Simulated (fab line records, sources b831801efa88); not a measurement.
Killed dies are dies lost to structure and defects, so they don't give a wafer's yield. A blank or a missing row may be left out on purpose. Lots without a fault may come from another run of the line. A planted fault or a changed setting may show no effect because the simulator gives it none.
Which tool did it? | flow gf180mcu | 13 lots, 38 wafers sampled, at 5 steps of a route of 602

WHAT THE GAUGES READ, wafer by wafer
GF_STI_THK_MEAS_22.
lot  | measured    | on            | STI_OXIDATION_01_THK (nm)
L399 | day 2 09:49 | film_metro-01 | 15.01 14.91 15.24
L401 | day 2 19:53 | film_metro-01 | 15.30 15.41 14.91
L402 | day 3 04:18 | film_metro-01 | 15.40 15.33 15.39
L404 | day 3 17:45 | film_metro-02 | 15.11 15.47 15.33
L405 | day 3 17:46 | film_metro-01 | 15.51 15.12 15.56
L406 | day 4 01:55 | film_metro-02 | 15.28 15.39 15.44
L408 | day 4 11:39 | film_metro-03 | 15.14 15.08 14.99
L410 | day 4 22:47 | film_metro-02 | 15.52 15.47 15.47
L412 | day 5 06:07 | film_metro-03 | 14.96 15.18 15.04
L413 | day 5 09:44 | film_metro-03 | 14.96 14.95
L418 | day 6 10:30 | film_metro-01 | 15.25 15.47 15.57
L420 | day 6 20:40 | film_metro-02 | 15.31 14.92 14.78
L421 | day 7 03:38 | film_metro-03 | 15.30 15.08 15.35

GF_VT_IMPLANT_OVL_MEAS_29.
lot  | measured     | on         | VT_IMPLANT_02_OVL (nm)
L399 | day 7 03:04  | overlay-01 | -3.1 -0.9 -1.9
L401 | day 7 17:28  | overlay-02 | 0.7 -0.4 1.9
L402 | day 8 11:31  | overlay-01 | 1.9 1.1 2.1
L404 | day 9 03:55  | overlay-02 | -0.7 1.0 -0.4
L405 | day 9 01:16  | overlay-02 | 0.4 1.5 1.0
L406 | day 9 11:46  | overlay-02 | -0.8 -2.7 -2.8
L408 | day 9 23:07  | overlay-02 | -1.5 -0.8 1.4
L410 | day 10 12:43 | overlay-01 | 2.2 2.7 1.0
L412 | day 10 19:40 | overlay-01 | 2.7 0.4 1.0
L413 | day 11 03:11 | overlay-01 | 2.7 0.8
L418 | day 12 08:10 | overlay-01 | 1.7 1.9 1.9
L420 | day 12 20:58 | overlay-02 | 1.0 0.3 1.1
L421 | day 13 07:39 | overlay-01 | 0.2 1.2 0.9

GF_VT_IMPLANT_RS_MEAS_46: measures by four-point-probe.
lot  | measured     | on            | MVSD_RS (ohm/sq)
L399 | day 7 20:05  | film_metro-02 | 457.2 454.7 456.3
L401 | day 8 09:46  | film_metro-03 | 457.4 457.6 457.9
L402 | day 9 05:01  | film_metro-02 | 460.0 457.6 457.1
L404 | day 9 22:25  | film_metro-03 | 457.1 456.4 456.7
L405 | day 9 19:52  | film_metro-03 | 458.1 458.4 456.7
L406 | day 10 06:13 | film_metro-02 | 457.3 456.1 457.1
L408 | day 10 17:38 | film_metro-02 | 457.0 457.4 456.0
L410 | day 11 07:33 | film_metro-03 | 457.1 458.0 457.6
L412 | day 11 14:45 | film_metro-02 | 455.4 437.7 439.5
L413 | day 11 22:44 | film_metro-03 | 459.4 440.7
L418 | day 13 04:07 | film_metro-04 | 456.1 457.1 456.7
L420 | day 13 17:54 | film_metro-02 | 455.2 455.1 455.4
L421 | day 14 04:36 | film_metro-03 | 457.9 459.1 458.7

WHICH TOOL RAN EACH LOT (tool, then ch and the chambers of the sampled wafers, then the start)
lot  | GF_MVSD_IMPLANT_09              | GF_MVPSD_STRIP_10
L399 | implanter-01 ch 0, day 4 15:47  | plasma_asher-03 ch 0,1, day 5 06:17
L401 | implanter-02 ch 0, day 5 02:59  | plasma_asher-02 ch 0,1, day 5 18:17
L402 | implanter-01 ch 0, day 5 18:50  | plasma_asher-02 ch 0,1, day 6 10:35
L404 | implanter-01 ch 0, day 6 10:04  | plasma_asher-01 ch 0,1, day 7 02:36
L405 | implanter-03 ch 0, day 6 08:35  | plasma_asher-03 ch 0,1, day 7 00:08
L406 | implanter-02 ch 0, day 6 17:18  | plasma_asher-01 ch 0,1, day 7 09:50
L408 | implanter-02 ch 0, day 7 02:58  | plasma_asher-02 ch 0,1, day 7 19:41
L410 | implanter-01 ch 0, day 7 15:38  | plasma_asher-01 ch 0,1, day 8 08:16
L412 | implanter-01 ch 0, day 7 22:38  | plasma_asher-03 ch 0,1, day 8 15:32
L413 | implanter-01 ch 0, day 8 04:32  | plasma_asher-01 ch 0,1, day 8 21:58
L418 | implanter-03 ch 0, day 9 06:23  | plasma_asher-02 ch 0,1, day 10 00:24
L420 | implanter-02 ch 0, day 9 18:23  | plasma_asher-01 ch 0,1, day 10 12:44
L421 | implanter-02 ch 0, day 10 03:08 | plasma_asher-01 ch 0,1, day 10 21:39
- GF_MVSD_IMPLANT_09
- GF_MVPSD_STRIP_10: strips in O2/N2.

WHAT THE TOOLS THEMSELVES READ (means of the sampled wafers that have a number; where no wafer has one, the mark that the record gives instead)
GF_MVSD_IMPLANT_09.
lot  | tool         | beam_on_s (s) | faraday_current_uA
L399 | implanter-01 | 10.07         | 28.0
L401 | implanter-02 | 9.97          | 28.3
L402 | implanter-01 | 9.98          | 28.2
L404 | implanter-01 | 10.02         | 28.1
L405 | implanter-03 | 10.05         | 28.0
L406 | implanter-02 | 10.19         | 27.7
L408 | implanter-02 | 10.10         | 27.9
L410 | implanter-01 | 10.13         | 27.8
L412 | implanter-01 | 11.91         | 24.2
L413 | implanter-01 | 11.09         | 25.8
L418 | implanter-03 | 10.01         | 28.1
L420 | implanter-02 | 9.77          | 28.8
L421 | implanter-02 | 10.09         | 28.0

GF_MVPSD_STRIP_10.
lot  | tool            | drypump_motor_current_A (A) | heater_power_w (W) | oes_product_au (a.u.) | strip_time_to_endpoint_s (s)
L399 | plasma_asher-03 | 5.6                         | 366                | 0.722                 | 36.96
L401 | plasma_asher-02 | 5.9                         | 293                | 0.722                 | 36.89
L402 | plasma_asher-02 | 6.0                         | 293                | 0.722                 | 36.97
L404 | plasma_asher-01 | 5.1                         | 305                | 0.719                 | 36.90
L405 | plasma_asher-03 | 5.6                         | 404                | 0.723                 | 37.11
L406 | plasma_asher-01 | 5.4                         | 286                | 0.720                 | 36.99
L408 | plasma_asher-02 | 6.0                         | 295                | 0.717                 | 37.04
L410 | plasma_asher-01 | 5.1                         | 303                | 0.724                 | 36.98
L412 | plasma_asher-03 | 5.6                         | 399                | 0.726                 | 36.98
L413 | plasma_asher-01 | 5.2                         | 290                | 0.722                 | 36.97
L418 | plasma_asher-02 | 5.9                         | 294                | 0.719                 | 36.89
L420 | plasma_asher-01 | 5.1                         | 303                | 0.722                 | 36.86
L421 | plasma_asher-01 | 5.4                         | 285                | 0.718                 | 37.00

THE ANSWER, worked out from the rows above alone
Rule: what is usual is taken from the lots themselves. Put in order of their means at a reading, lots are off if they are a third of the lots or fewer, leave a main group of 4 or more, and stand apart from it by a gap of 3 or more times the standard deviation of the main group's means; of several such gaps the widest counts. A main group whose means are all the same, to the digits that the tables above print for the reading, isn't used. A lot without any number at a reading at which 4 lots or more have one is off too. The other lots that the step has rows for count as sound. The gauges are gone through in route order, then the tools' own readings, and for those a lot's mean is taken as printed above. The first step at which some lot is off is used, and at that step the reading that is off furthest; a lot without a number counts as furthest.
Off: L412, L413, at GF_VT_IMPLANT_RS_MEAS_46 (MVSD_RS). The main group: mean 457.1 ohm/sq, standard deviation 0.92.
A tool fits if, at a process step before that reading, it ran every lot that is off, and no sound lot after the first of them. The gauges at GF_VT_IMPLANT_RS_MEAS_46 aren't tried: what is off there is off at GF_MVSD_IMPLANT_09 too, on other tools, and a gauge's error can't cause that. One fits: implanter-01 at GF_MVSD_IMPLANT_09. Its last sound lot is L410 (day 7 15:38), its first lot that is off L412 (day 7 22:38): a fault that began between those two fits.
The tool's own readings at GF_MVSD_IMPLANT_09 bear it out: on the lots that are off they differ by more than 5 times the standard deviation of the sound lots' means. beam_on_s reads 11.50 s there against 10.03 s on the sound lots; faraday_current_uA reads 25.0 there against 28.1 on the sound lots.

WHAT THE SIMULATOR HAD PUT IN
Process parameter drift: implanter-01, from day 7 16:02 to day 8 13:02, at GF_MVSD_IMPLANT_09. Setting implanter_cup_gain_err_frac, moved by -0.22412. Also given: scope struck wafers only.
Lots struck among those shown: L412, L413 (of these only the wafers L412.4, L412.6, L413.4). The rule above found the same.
